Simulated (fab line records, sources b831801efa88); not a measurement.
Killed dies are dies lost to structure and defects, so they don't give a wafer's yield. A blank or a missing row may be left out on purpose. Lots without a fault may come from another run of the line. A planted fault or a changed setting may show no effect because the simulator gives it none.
One fault seen from 2 desks | flow gf180mcu | each desk has only its own numbers; what lay behind them comes last

THE METROLOGY DESK
What the gauges read, lot by lot, whatever tool the lot ran on: means of the sampled wafers that have a number. A lot is out of limits, marked OUT, if its mean lies more than 4 standard deviations from the usual mean; the brackets give that distance.
Columns: A = V3_W_RS at GF_V3_RS_MEAS_24, usual 0.325 ohm/sq; B = V3_W_THK at GF_V3_THK_MEAS_25, usual 348 nm
lot  | first seen here | A     | B
L428 | day 23 22:06    | 0.328 | 345
L432 | day 25 07:38    | 0.327 | 344
L435 | day 26 04:54    | 0.325 | 351
L436 | day 26 13:24    | 0.322 | 349
L445 | day 29 06:58    | 0.324 | 347
This desk's finding: nothing out of limits on any of the 5 lots.

THE TOOL OWNER'S DESK: pvd_sputter-01
The tool's own readings at GF_M4_SPUTTER_01 (material TiN, target thk 30 nm, time 25 s): means of the sampled wafers that have a number, for each lot that ran on this tool. A lot is out of limits, marked OUT, if its mean lies more than 4 standard deviations from the usual mean; the brackets give that distance.
Columns: A = throttle_valve_pct at GF_M4_SPUTTER_01, usual 30.4 %
lot  | first seen here | A
L432 | day 25 08:10    | 30.6
L435 | day 26 05:26    | 30.5
This desk's finding: nothing out of limits on any of the 2 lots.

PUT TOGETHER
The metrology desk saw nothing out of limits.
The tool owner's desk saw nothing out of limits.

WHAT THE SIMULATOR HAD PUT IN
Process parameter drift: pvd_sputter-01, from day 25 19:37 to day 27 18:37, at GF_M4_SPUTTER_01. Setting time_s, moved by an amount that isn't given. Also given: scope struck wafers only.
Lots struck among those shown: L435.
